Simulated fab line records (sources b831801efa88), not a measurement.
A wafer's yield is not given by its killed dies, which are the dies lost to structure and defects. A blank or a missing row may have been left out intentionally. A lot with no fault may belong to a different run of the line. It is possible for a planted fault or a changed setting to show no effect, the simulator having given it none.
Struck lot and sound lot, side by side | flow sky130 | 14 steps out of a route of 708
Sound: the wafers L364.3, L364.5, L364.6. The struck wafers were L363.1, L363.4, L363.6. The cause is given at the end.
Order at every step that has rows: each side's tool, ch and its chambers, its first start. Under that, the readings that differ: sound wafers | struck wafers | difference of the means | sigmas: that difference in standard deviations of wafers without a fault.
alike: readings with means less than 2 such deviations apart, plus words and numbers identical on both sides. not compared: withheld readings, readings lacking a value on some wafer, bounds such as >300 that could conceal the same value, and numbers that have no deviation in the record and whose values overlap.
Wherever a step has rows on one side only, a row that says differs or no value, or a row with sigmas, the two part there. Numbers that have no deviation but don't overlap get no sigmas and don't part them. A reading missing from all wafers of one side parts the sides only when that side holds two or more wafers.

first, 4 steps without rows for these wafers: SKY_METAL2_STRIP_21 (strips in post etch residue remover, time 1200 s); SKY_METAL2_CLEAN_22 (cleans in IPA, time 180 s); SKY_METAL2_CLEAN_23 (cleans in O3/DIW); SKY_VIA2_HDPCVD_00 (deposits SiO2, target thk 1180 nm, time 196.7 s).
SKY_VIA2_THK_MEAS_01:
  sound on film-metro-04 at day 40 04:16; struck on film-metro-04 at day 39 22:50
  alike: VIA2_HDPCVD_THK
SKY_VIA2_CMP_02: polishes SiO2.
  sound on cmp-01 ch 0,1,2, day 40 04:27; struck on cmp-02 ch 0,1,3, day 39 22:53
  alike: motor-current-A
SKY_VIA2_BOW_MEAS_03:
  sound on film-metro-04 at day 40 04:38; struck on film-metro-02 at day 39 23:11
  alike: VIA2_BOW
then, 5 steps without rows for these wafers: SKY_VIA2_DEHYDRATE_04 (time 60 s); SKY_VIA2_HMDS_05 (prime time 60 s); SKY_VIA2_COAT_06 (resist thk 60 nm); SKY_VIA2_COAT_07 (resist thk 450 nm); SKY_VIA2_SOFTBAKE_08 (time 90 s).
SKY_VIA2_EXPOSE_09: exposes mask VIM2, target cd 200 nm.
  sound on krf-scanner-02 ch 0, day 40 17:44; struck on krf-scanner-01, day 40 12:11
  no value came back on the struck wafers for exposure-dose-mJ-cm2, focus-offset-nm (nm); on the sound wafers exposure-dose-mJ-cm2 reads 37.90 37.95 37.98
  alike: mask
following that, these wafers have no rows for 1 step: SKY_VIA2_PEB_10.

== WHERE THEY PART ==
Only at SKY_VIA2_EXPOSE_09, within this record.

WHY: the cause the simulator had injected
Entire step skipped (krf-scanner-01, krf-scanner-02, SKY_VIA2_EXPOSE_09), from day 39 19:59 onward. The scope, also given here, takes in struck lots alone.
